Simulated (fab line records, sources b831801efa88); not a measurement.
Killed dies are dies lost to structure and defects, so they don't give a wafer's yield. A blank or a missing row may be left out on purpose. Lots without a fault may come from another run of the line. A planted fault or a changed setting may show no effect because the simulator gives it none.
One fault seen from 2 desks | flow gf180mcu | each desk has only its own numbers; what lay behind them comes last

THE TOOL OWNER'S DESK: litho_track-02
The tool's own readings at GF_V5_COAT_09 (resist thk 1000 nm): means of the sampled wafers that have a number, for each lot that ran on this tool. A lot is out of limits, marked OUT, if its mean lies more than 4 standard deviations from the usual mean; the brackets give that distance.
Columns: A = resist_line_temp_C at GF_V5_COAT_09, usual 23.02 C
lot  | first seen here | A
L796 | day 27 10:00    | 23.06
L803 | day 29 15:00    | 23.05
L816 | day 33 00:00    | 23.07
This desk's finding: nothing out of limits on any of the 3 lots.

THE METROLOGY DESK
What the gauges read, lot by lot, whatever tool the lot ran on: means of the sampled wafers that have a number. A lot is out of limits, marked OUT, if its mean lies more than 4 standard deviations from the usual mean; the brackets give that distance.
Columns: A = M5_OVL at GF_M5_OVL_MEAS_08, usual -3 nm; B = V5_OVL at GF_V5_OVL_MEAS_15, usual -2 nm
lot  | first seen here | A   | B
L795 | day 25 23:23    | 5   | -6
L796 | day 26 23:46    | 0   | 2
L797 | day 27 13:57    | -11 | 4
L803 | day 29 04:52    | 11  | -6
L810 | day 31 09:21    | -4  | -7
L811 | day 31 09:26    | 8   | 8
L812 | day 31 11:18    | -1  | -2
L813 | day 31 21:07    | -4  | -3
L814 | day 31 21:17    | 1   | -3
L815 | day 31 22:36    | -8  | 2
L816 | day 32 01:44    | -6  | -4
L817 | day 32 02:16    | -9  | -8
L818 | day 32 23:11    | -11 | -12
This desk's finding: nothing out of limits on any of the 13 lots.

PUT TOGETHER
The tool owner's desk saw nothing out of limits.
The metrology desk saw nothing out of limits.

WHAT THE SIMULATOR HAD PUT IN
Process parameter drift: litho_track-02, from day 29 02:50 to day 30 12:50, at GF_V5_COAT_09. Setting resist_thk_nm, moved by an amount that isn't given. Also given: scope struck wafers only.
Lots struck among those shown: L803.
